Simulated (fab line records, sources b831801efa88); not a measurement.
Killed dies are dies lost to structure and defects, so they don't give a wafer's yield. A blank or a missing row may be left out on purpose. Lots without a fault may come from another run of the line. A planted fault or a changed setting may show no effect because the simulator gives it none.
Chamber matching | flow gf180mcu | GF_SAB_ETCH_11 on rie_diel-02: 4 sister chambers
The step etches SiO2 in C4F8/O2/Ar, target depth 55 nm, time 8.5 s. 4 wafers are shown with their chamber, then 9 later ones without.

WAFERS WITH THEIR CHAMBER
wafer  | chamber | oes_product_au (a.u.)
L079.5 | 0       | 0.992
L084.6 | 2       | 1.012
L085.4 | 1       | 1.006
L085.5 | 3       | 1.008

WAFERS WITHOUT THEIR CHAMBER
wafer  | oes_product_au (a.u.)
L087.1 | 1.007
L087.3 | 0.985
L087.5 | 0.990
L088.2 | 1.003
L088.4 | 0.982
L088.5 | 0.979
L096.4 | 0.998
L096.5 | 1.004
L096.6 | 1.005

WHICH CHAMBER EACH WENT THROUGH
wafer  | from the rows above               | in truth
L087.1 | can't be placed: 1 or 3 or 2      | 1
L087.3 | 0                                 | 0
L087.5 | 0                                 | 0
L088.2 | can't be placed: 1 or 3 or 2 or 0 | 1
L088.4 | 0                                 | 0
L088.5 | 0                                 | 0
L096.4 | can't be placed: 0 or 1 or 3 or 2 | 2
L096.5 | can't be placed: 1 or 3 or 2 or 0 | 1
L096.6 | can't be placed: 1 or 3 or 2 or 0 | 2
Placed correctly: 4 of 9. Can't be placed from these rows: 5 (the true chamber is among the candidates in 5). Placed wrongly: 0.
How it was worked out, from the rows above alone: a wafer's distance from a chamber is the root of the sum, over the readings, of the square of ((its reading less the chamber's mean) divided by the reading's scatter). The wafer belongs to the nearest chamber; if the next one is less than 2 further off, it can't be placed. A chamber's mean is the mean of its shown wafers. The scatter: with one shown wafer a chamber, the root of the mean of the squares of how far each hidden wafer lies from its nearest shown one.
